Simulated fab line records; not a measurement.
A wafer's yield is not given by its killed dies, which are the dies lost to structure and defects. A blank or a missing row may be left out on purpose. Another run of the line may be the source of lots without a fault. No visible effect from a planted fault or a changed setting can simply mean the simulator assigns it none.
Check of tool commonality :: flow sky130 :: Lots sampled 12, wafers sampled 36

## WHY IT WAS OPENED
Of 12 lots, 2 have the reading VT_ADJUST_LVTN_TW flagged at SKY_VT_ADJUST_LVTN_TW_MEAS_10. Wafers without a fault read 243.2, standard deviation 1.1.
Rule: flag the lot when none of its wafers has a number, or when each of its wafers that has one lies beyond 4 standard deviations from that mean. All remaining lots are regarded as sound.

lot: L628
measured: day 7 06:01
on: film metro-03
VT_ADJUST_LVTN_TW, wafer by wafer: 243.8 243.2 244.4
flag: 

lot: L629
measured: day 7 16:32
on: film metro-01
VT_ADJUST_LVTN_TW, wafer by wafer: 242.8 242.0 242.0
flag: 

lot: L630
measured: day 8 01:12
on: film metro-03
VT_ADJUST_LVTN_TW, wafer by wafer: 243.8 243.9 243.7
flag: 

lot: L632
measured: day 8 07:45
on: film metro-03
VT_ADJUST_LVTN_TW, wafer by wafer: 244.3 243.1 244.0
flag: 

lot: L631
measured: day 8 09:12
on: film metro-03
VT_ADJUST_LVTN_TW, wafer by wafer: 244.1 244.1 244.4
flag: 

lot: L635
measured: day 9 02:43
on: film metro-03
VT_ADJUST_LVTN_TW, wafer by wafer: 267.4 265.5 266.0
flag: FLAGGED

lot: L636
measured: day 9 10:07
on: film metro-02
VT_ADJUST_LVTN_TW, wafer by wafer: 265.8 265.1 265.9
flag: FLAGGED

lot: L637
measured: day 9 14:34
on: film metro-02
VT_ADJUST_LVTN_TW, wafer by wafer: 245.2 243.2 244.5
flag: 

lot: L644
measured: day 11 11:32
on: film metro-02
VT_ADJUST_LVTN_TW, wafer by wafer: 244.2 245.8 244.7
flag: 

lot: L647
measured: day 12 07:24
on: film metro-01
VT_ADJUST_LVTN_TW, wafer by wafer: 242.4 243.0 241.5
flag: 

lot: L648
measured: day 12 14:09
on: film metro-03
VT_ADJUST_LVTN_TW, wafer by wafer: 242.3 242.0 241.6
flag: 

lot: L649
measured: day 12 20:13
on: film metro-01
VT_ADJUST_LVTN_TW, wafer by wafer: 242.3 242.2 243.4
flag: 
On average the flagged lots' numbers are 265.9, which is +22.8 against the usual, or +21 standard deviations.

## EACH LOT AND THE TOOL IT RAN ON
The record holds 1 process step before the reading, out of a route of 708 steps. Each cell gives the tool, then ch followed by the chambers the sampled wafers passed through, then the start.
lot: L628
flag: 
SKY_VT_ADJUST_LVTN_IMPLANT_08: implanter-02 ch 0, day 7 05:47

lot: L629
flag: 
SKY_VT_ADJUST_LVTN_IMPLANT_08: implanter-02 ch 0, day 7 16:17

lot: L630
flag: 
SKY_VT_ADJUST_LVTN_IMPLANT_08: implanter-02 ch 0, day 8 00:58

lot: L632
flag: 
SKY_VT_ADJUST_LVTN_IMPLANT_08: implanter-02 ch 0, day 8 07:32

lot: L631
flag: 
SKY_VT_ADJUST_LVTN_IMPLANT_08: implanter-01 ch 0, day 8 08:58

lot: L635
flag: FLAGGED
SKY_VT_ADJUST_LVTN_IMPLANT_08: implanter-02 ch 0, day 9 02:29

lot: L636
flag: FLAGGED
SKY_VT_ADJUST_LVTN_IMPLANT_08: implanter-02 ch 0, day 9 09:53

lot: L637
flag: 
SKY_VT_ADJUST_LVTN_IMPLANT_08: implanter-04 ch 0, day 9 14:19

lot: L644
flag: 
SKY_VT_ADJUST_LVTN_IMPLANT_08: implanter-01 ch 0, day 11 11:17

lot: L647
flag: 
SKY_VT_ADJUST_LVTN_IMPLANT_08: implanter-04 ch 0, day 12 07:10

lot: L648
flag: 
SKY_VT_ADJUST_LVTN_IMPLANT_08: implanter-04 ch 0, day 12 13:55

lot: L649
flag: 
SKY_VT_ADJUST_LVTN_IMPLANT_08: implanter-02 ch 0, day 12 19:58
What is done by these steps:
- SKY_VT_ADJUST_LVTN_IMPLANT_08
- SKY_VT_ADJUST_LVTN_TW_MEAS_10

## FLAGGED OVER TOTAL, TOOL BY TOOL (the gauges that took the reading come last)
step: SKY_VT_ADJUST_LVTN_IMPLANT_08
tool: implanter-01
lots run: 2
flagged: 0
share of the flagged lots: none
sound lots run after its first flagged lot: -

step: SKY_VT_ADJUST_LVTN_IMPLANT_08
tool: implanter-02
lots run: 7
flagged: 2
share of the flagged lots: all
sound lots run after its first flagged lot: 1 (L649)

step: SKY_VT_ADJUST_LVTN_IMPLANT_08
tool: implanter-04
lots run: 3
flagged: 0
share of the flagged lots: none
sound lots run after its first flagged lot: -

step: SKY_VT_ADJUST_LVTN_TW_MEAS_10
tool: film metro-01
lots run: 3
flagged: 0
share of the flagged lots: none
sound lots run after its first flagged lot: -

step: SKY_VT_ADJUST_LVTN_TW_MEAS_10
tool: film metro-02
lots run: 3
flagged: 1
share of the flagged lots: some
sound lots run after its first flagged lot: 2 (L637,L644)

step: SKY_VT_ADJUST_LVTN_TW_MEAS_10
tool: film metro-03
lots run: 6
flagged: 1
share of the flagged lots: some
sound lots run after its first flagged lot: 1 (L648)

## WHAT THE TABLE PERMITS
All flagged lots share 1 row of the table, namely implanter-02 at SKY_VT_ADJUST_LVTN_IMPLANT_08.
- implanter-02 at SKY_VT_ADJUST_LVTN_IMPLANT_08 ran 7 lots, 2 of them flagged. Lots that were sound ran on it after the first flagged one (L649); a persistent fault on the entire tool would not allow that. Its own readings (dose ions cm2, faraday current uA) fall more than 4 standard deviations out on all wafers of the flagged lots.
There is no row in the table that ran each flagged lot and no sound lot after the first.

## WHAT THE SIMULATOR PUT IN
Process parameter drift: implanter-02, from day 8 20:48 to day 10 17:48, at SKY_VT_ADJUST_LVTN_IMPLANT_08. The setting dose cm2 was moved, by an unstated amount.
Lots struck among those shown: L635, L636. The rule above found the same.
